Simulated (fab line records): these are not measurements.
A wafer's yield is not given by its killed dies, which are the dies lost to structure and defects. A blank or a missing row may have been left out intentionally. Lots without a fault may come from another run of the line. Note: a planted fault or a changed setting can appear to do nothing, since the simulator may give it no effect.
Which tool is to blame? || flow gf180mcu || 12 lots, 36 wafers sampled, at 6 steps of a route of 602

== WHAT EACH GAUGE READ, for each wafer ==
GF_HV_LDD_TW_MEAS_38.
{"lot": "L824", "measured": "day 11 23:57", "on": "film_metro-01", "HV_LDD_3_TW": "1441 1438 1442"}
{"lot": "L825", "measured": "day 12 01:17", "on": "film_metro-01", "HV_LDD_3_TW": "1436 1446 1436"}
{"lot": "L827", "measured": "day 12 13:02", "on": "film_metro-04", "HV_LDD_3_TW": "1437 1435 1443"}
{"lot": "L828", "measured": "day 12 19:14", "on": "film_metro-04", "HV_LDD_3_TW": "1441 1438 1435"}
{"lot": "L830", "measured": "day 13 21:50", "on": "film_metro-02", "HV_LDD_3_TW": "1449 1445 1447"}
{"lot": "L833", "measured": "day 14 12:31", "on": "film_metro-04", "HV_LDD_3_TW": "1443 1443 1441"}
{"lot": "L842", "measured": "day 17 15:58", "on": "film_metro-02", "HV_LDD_3_TW": "1408 1408 1395 1403 1408 1399"}
{"lot": "L843", "measured": "day 18 00:21", "on": "film_metro-04", "HV_LDD_3_TW": "1398 1395 1400 1396 1397 1400"}
{"lot": "L844", "measured": "day 18 09:29", "on": "film_metro-02", "HV_LDD_3_TW": "1439 1427 1444"}
{"lot": "L845", "measured": "day 18 15:04", "on": "film_metro-04", "HV_LDD_3_TW": "1434 1437 1427"}
{"lot": "L846", "measured": "day 18 18:26", "on": "film_metro-02", "HV_LDD_3_TW": "1437 1445 1443"}
{"lot": "L847", "measured": "day 19 05:32", "on": "film_metro-02", "HV_LDD_3_TW": "1446 1442 1453"}

GF_HV_LDD_RS_MEAS_53: measures by four-point-probe.
{"lot": "L824", "measured": "day 12 20:04", "on": "film_metro-02", "HV_LDD_RS (ohm/sq)": "418.4 418.1 418.0"}
{"lot": "L825", "measured": "day 12 20:55", "on": "film_metro-02", "HV_LDD_RS (ohm/sq)": "418.9 419.5 417.7"}
{"lot": "L827", "measured": "day 13 09:07", "on": "film_metro-01", "HV_LDD_RS (ohm/sq)": "416.7 416.1 417.8"}
{"lot": "L828", "measured": "day 13 15:32", "on": "film_metro-04", "HV_LDD_RS (ohm/sq)": "417.6 416.2 416.1"}
{"lot": "L830", "measured": "day 14 18:29", "on": "film_metro-02", "HV_LDD_RS (ohm/sq)": "419.2 420.0 419.2"}
{"lot": "L833", "measured": "day 15 10:50", "on": "film_metro-04", "HV_LDD_RS (ohm/sq)": "418.0 418.7 417.3"}
{"lot": "L842", "measured": "day 18 16:20", "on": "film_metro-04", "HV_LDD_RS (ohm/sq)": "423.4 421.8 423.4 423.5 422.8 423.0"}
{"lot": "L843", "measured": "day 19 00:50", "on": "film_metro-04", "HV_LDD_RS (ohm/sq)": "427.0 427.0 425.9 427.4 425.5 426.4"}
{"lot": "L844", "measured": "day 19 10:18", "on": "film_metro-04", "HV_LDD_RS (ohm/sq)": "418.2 417.7 418.8"}
{"lot": "L845", "measured": "day 19 16:15", "on": "film_metro-02", "HV_LDD_RS (ohm/sq)": "418.0 418.4 417.5"}
{"lot": "L846", "measured": "day 19 19:35", "on": "film_metro-01", "HV_LDD_RS (ohm/sq)": "418.7 418.0 418.1"}
{"lot": "L847", "measured": "day 20 06:02", "on": "film_metro-01", "HV_LDD_RS (ohm/sq)": "416.8 417.0 416.8"}

GF_HV_LDD_THK_MEAS_55.
{"lot": "L824", "measured": "day 12 21:12", "on": "film_metro-04", "HV_LDD_CVD_54_THK (nm)": "10.21 10.33 10.25"}
{"lot": "L825", "measured": "day 12 22:13", "on": "film_metro-02", "HV_LDD_CVD_54_THK (nm)": "9.55 9.79 9.69"}
{"lot": "L827", "measured": "day 13 10:43", "on": "film_metro-04", "HV_LDD_CVD_54_THK (nm)": "10.12 10.12 10.19"}
{"lot": "L828", "measured": "day 13 16:41", "on": "film_metro-02", "HV_LDD_CVD_54_THK (nm)": "10.06 10.16 10.17"}
{"lot": "L830", "measured": "day 14 19:37", "on": "film_metro-02", "HV_LDD_CVD_54_THK (nm)": "9.97 10.07 9.92"}
{"lot": "L833", "measured": "day 15 11:57", "on": "film_metro-02", "HV_LDD_CVD_54_THK (nm)": "9.90 9.81 9.91"}
{"lot": "L842", "measured": "day 18 20:44", "on": "film_metro-04", "HV_LDD_CVD_54_THK (nm)": "10.01 10.05 9.80"}
{"lot": "L843", "measured": "day 19 04:28", "on": "film_metro-04", "HV_LDD_CVD_54_THK (nm)": "9.86 9.75 9.83"}
{"lot": "L844", "measured": "day 19 11:26", "on": "film_metro-04", "HV_LDD_CVD_54_THK (nm)": "10.06 10.02 10.18"}
{"lot": "L845", "measured": "day 19 17:23", "on": "film_metro-04", "HV_LDD_CVD_54_THK (nm)": "9.93 9.80 9.83"}
{"lot": "L846", "measured": "day 19 20:44", "on": "film_metro-01", "HV_LDD_CVD_54_THK (nm)": "10.10 10.18 10.01"}
{"lot": "L847", "measured": "day 20 07:11", "on": "film_metro-02", "HV_LDD_CVD_54_THK (nm)": "10.24 9.99 10.16"}

GF_NSD_CD_MEAS_07: target cd 400 nm.
{"lot": "L824", "measured": "day 13 19:26", "on": "cd_sem-01", "cd_nm (nm)": "401.6 401.0 402.0"}
{"lot": "L825", "measured": "day 13 20:13", "on": "cd_sem-02", "cd_nm (nm)": "399.1 398.8 399.6"}
{"lot": "L827", "measured": "day 14 09:25", "on": "cd_sem-02", "cd_nm (nm)": "399.1 399.1 400.5"}
{"lot": "L828", "measured": "day 14 14:54", "on": "cd_sem-02", "cd_nm (nm)": "401.5 401.7 400.9"}
{"lot": "L830", "measured": "day 15 19:20", "on": "cd_sem-02", "cd_nm (nm)": "404.6 402.2 403.9"}
{"lot": "L833", "measured": "day 16 11:41", "on": "cd_sem-01", "cd_nm (nm)": "403.4 402.6 405.1"}
{"lot": "L842", "measured": "day 19 20:35", "on": "cd_sem-01", "cd_nm (nm)": "401.8 397.6 400.0"}
{"lot": "L843", "measured": "day 20 04:53", "on": "cd_sem-01", "cd_nm (nm)": "394.8 395.5 397.1"}
{"lot": "L844", "measured": "day 20 13:15", "on": "cd_sem-02", "cd_nm (nm)": "398.2 397.4 397.3"}
{"lot": "L845", "measured": "day 20 19:04", "on": "cd_sem-01", "cd_nm (nm)": "398.3 397.7 400.1"}
{"lot": "L846", "measured": "day 20 22:36", "on": "cd_sem-01", "cd_nm (nm)": "400.2 400.1 401.0"}
{"lot": "L847", "measured": "day 21 09:24", "on": "cd_sem-02", "cd_nm (nm)": "400.8 399.7 399.8"}

GF_PSD_CD_MEAS_07: target cd 400 nm.
{"lot": "L824", "measured": "day 14 16:58", "on": "cd_sem-01", "cd_nm (nm)": "396.8 396.0 396.4"}
{"lot": "L825", "measured": "day 14 17:17", "on": "cd_sem-02", "cd_nm (nm)": "402.4 403.3 401.5"}
{"lot": "L827", "measured": "day 15 06:53", "on": "cd_sem-01", "cd_nm (nm)": "402.2 401.4 399.3"}
{"lot": "L828", "measured": "day 15 12:30", "on": "cd_sem-02", "cd_nm (nm)": "399.6 399.5 399.1"}
{"lot": "L830", "measured": "day 16 17:19", "on": "cd_sem-02", "cd_nm (nm)": "402.4 403.5 403.2"}
{"lot": "L833", "measured": "day 17 10:09", "on": "cd_sem-02", "cd_nm (nm)": "397.9 398.8 402.0"}
{"lot": "L842", "measured": "day 20 20:45", "on": "cd_sem-01", "cd_nm (nm)": "403.0 402.2 403.8"}
{"lot": "L843", "measured": "day 21 05:11", "on": "cd_sem-02", "cd_nm (nm)": "397.2 396.9 397.3"}
{"lot": "L844", "measured": "day 21 14:09", "on": "cd_sem-01", "cd_nm (nm)": "398.6 400.5 401.9"}
{"lot": "L845", "measured": "day 21 19:21", "on": "cd_sem-02", "cd_nm (nm)": "401.5 401.7 399.9"}
{"lot": "L846", "measured": "day 21 22:47", "on": "cd_sem-01", "cd_nm (nm)": "399.5 399.0 400.8"}
{"lot": "L847", "measured": "day 22 09:17", "on": "cd_sem-02", "cd_nm (nm)": "396.6 397.5 400.6"}

== TOOL THAT RAN EACH LOT (tool first, then ch and the chambers of the sampled wafers, then the start) ==
{"lot": "L824", "GF_HV_LDD_IMPLANT_36": "implanter-04 ch 0, day 11 23:43"}
{"lot": "L825", "GF_HV_LDD_IMPLANT_36": "implanter-01 ch 0, day 12 01:02"}
{"lot": "L827", "GF_HV_LDD_IMPLANT_36": "implanter-03 ch 0, day 12 12:47"}
{"lot": "L828", "GF_HV_LDD_IMPLANT_36": "implanter-03 ch 0, day 12 18:59"}
{"lot": "L830", "GF_HV_LDD_IMPLANT_36": "implanter-04 ch 0, day 13 21:35"}
{"lot": "L833", "GF_HV_LDD_IMPLANT_36": "implanter-01 ch 0, day 14 12:17"}
{"lot": "L842", "GF_HV_LDD_IMPLANT_36": "implanter-01 ch 0, day 17 15:44"}
{"lot": "L843", "GF_HV_LDD_IMPLANT_36": "implanter-01 ch 0, day 18 00:07"}
{"lot": "L844", "GF_HV_LDD_IMPLANT_36": "implanter-03 ch 0, day 18 09:14"}
{"lot": "L845", "GF_HV_LDD_IMPLANT_36": "implanter-03 ch 0, day 18 14:49"}
{"lot": "L846", "GF_HV_LDD_IMPLANT_36": "implanter-04 ch 0, day 18 18:11"}
{"lot": "L847", "GF_HV_LDD_IMPLANT_36": "implanter-04 ch 0, day 19 05:17"}
- GF_HV_LDD_IMPLANT_36

== WHAT THE TOOLS THEMSELVES READ (means of the sampled wafers that have a number; where no wafer has one, the mark that the record gives instead) ==
GF_HV_LDD_IMPLANT_36.
{"lot": "L824", "tool": "implanter-04", "beam_on_s (s)": 9.75, "dose_ions_cm2": 7.502e+12, "end_station_pressure_torr (Torr)": 4.66e-06, "faraday_current_uA": 43.3, "tilt_deg (degrees)": 30.015}
{"lot": "L825", "tool": "implanter-01", "beam_on_s (s)": 10.03, "dose_ions_cm2": 7.499e+12, "end_station_pressure_torr (Torr)": 5.23e-06, "faraday_current_uA": 42.1, "tilt_deg (degrees)": 29.997}
{"lot": "L827", "tool": "implanter-03", "beam_on_s (s)": 9.79, "dose_ions_cm2": 7.496e+12, "end_station_pressure_torr (Torr)": 5.27e-06, "faraday_current_uA": 43.1, "tilt_deg (degrees)": 30.015}
{"lot": "L828", "tool": "implanter-03", "beam_on_s (s)": 9.99, "dose_ions_cm2": 7.481e+12, "end_station_pressure_torr (Torr)": 5.10e-06, "faraday_current_uA": 42.3, "tilt_deg (degrees)": 29.982}
{"lot": "L830", "tool": "implanter-04", "beam_on_s (s)": 9.93, "dose_ions_cm2": 7.499e+12, "end_station_pressure_torr (Torr)": 4.88e-06, "faraday_current_uA": 42.6, "tilt_deg (degrees)": 29.998}
{"lot": "L833", "tool": "implanter-01", "beam_on_s (s)": 10.00, "dose_ions_cm2": 7.501e+12, "end_station_pressure_torr (Torr)": 5.09e-06, "faraday_current_uA": 42.3, "tilt_deg (degrees)": 30.025}
{"lot": "L842", "tool": "implanter-01", "beam_on_s (s)": 9.83, "dose_ions_cm2": 4.985e+12, "end_station_pressure_torr (Torr)": 5.08e-06, "faraday_current_uA": 28.5, "tilt_deg (degrees)": 30.008}
{"lot": "L843", "tool": "implanter-01", "beam_on_s (s)": 9.77, "dose_ions_cm2": 4.984e+12, "end_station_pressure_torr (Torr)": 4.89e-06, "faraday_current_uA": 28.7, "tilt_deg (degrees)": 30.022}
{"lot": "L844", "tool": "implanter-03", "beam_on_s (s)": 9.95, "dose_ions_cm2": 7.494e+12, "end_station_pressure_torr (Torr)": 5.26e-06, "faraday_current_uA": 42.5, "tilt_deg (degrees)": 29.991}
{"lot": "L845", "tool": "implanter-03", "beam_on_s (s)": 10.14, "dose_ions_cm2": 7.486e+12, "end_station_pressure_torr (Torr)": 4.91e-06, "faraday_current_uA": 41.7, "tilt_deg (degrees)": 29.966}
{"lot": "L846", "tool": "implanter-04", "beam_on_s (s)": 10.03, "dose_ions_cm2": 7.496e+12, "end_station_pressure_torr (Torr)": 5.34e-06, "faraday_current_uA": 42.2, "tilt_deg (degrees)": 29.995}
{"lot": "L847", "tool": "implanter-04", "beam_on_s (s)": 10.08, "dose_ions_cm2": 7.504e+12, "end_station_pressure_torr (Torr)": 4.72e-06, "faraday_current_uA": 41.9, "tilt_deg (degrees)": 29.963}

== THE ANSWER, worked out from the rows above alone ==
Rule: what is usual is taken from the lots themselves. The widest of any qualifying gaps counts: lots, ordered by their means at a reading, are off when they make up no more than a third of the lots, leave a main group of 4 or more, and stand apart from it by 3 or more times the standard deviation of that group's means. Not used: any main group whose means are identical at the precision the tables above print for the reading. A lot without any number at a reading at which 4 lots or more have one is off too. All remaining lots with rows at the step are treated as sound. First the gauges in route order, then the tools' own readings, where a lot's mean is used as printed above. The first step at which some lot is off is used, and at that step the reading that is off furthest; a lot without a number counts as furthest.
Off: at GF_HV_LDD_TW_MEAS_38 (HV_LDD_3_TW), L842, L843. For the main group the mean is 1440 and the standard deviation 4.2.
A tool fits if, at a process step before that reading, it ran every lot that is off, and no sound lot after the first of them. The gauges at GF_HV_LDD_TW_MEAS_38 aren't tried: what is off there is off at GF_HV_LDD_IMPLANT_36 too, on other tools, and a gauge's error can't cause that. One fits: implanter-01 at GF_HV_LDD_IMPLANT_36. A fault onset in the window from L833 (day 14 12:17, its last sound lot) to L842 (day 17 15:44, its first lot off) fits.
The tool's own readings at GF_HV_LDD_IMPLANT_36 bear it out: on the lots that are off they differ by more than 5 times the standard deviation of the sound lots' means. dose_ions_cm2 reads 4.984e+12 there against 7.496e+12 on the sound lots; faraday_current_uA reads 28.6 there against 42.4 on the sound lots.

== WHAT WAS PUT IN BY THE SIMULATOR ==
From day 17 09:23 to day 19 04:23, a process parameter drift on implanter-01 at GF_HV_LDD_IMPLANT_36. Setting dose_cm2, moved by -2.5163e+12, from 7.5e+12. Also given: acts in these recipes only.
Shown lots that were struck: L842, L843. This agrees with what the rule above found.
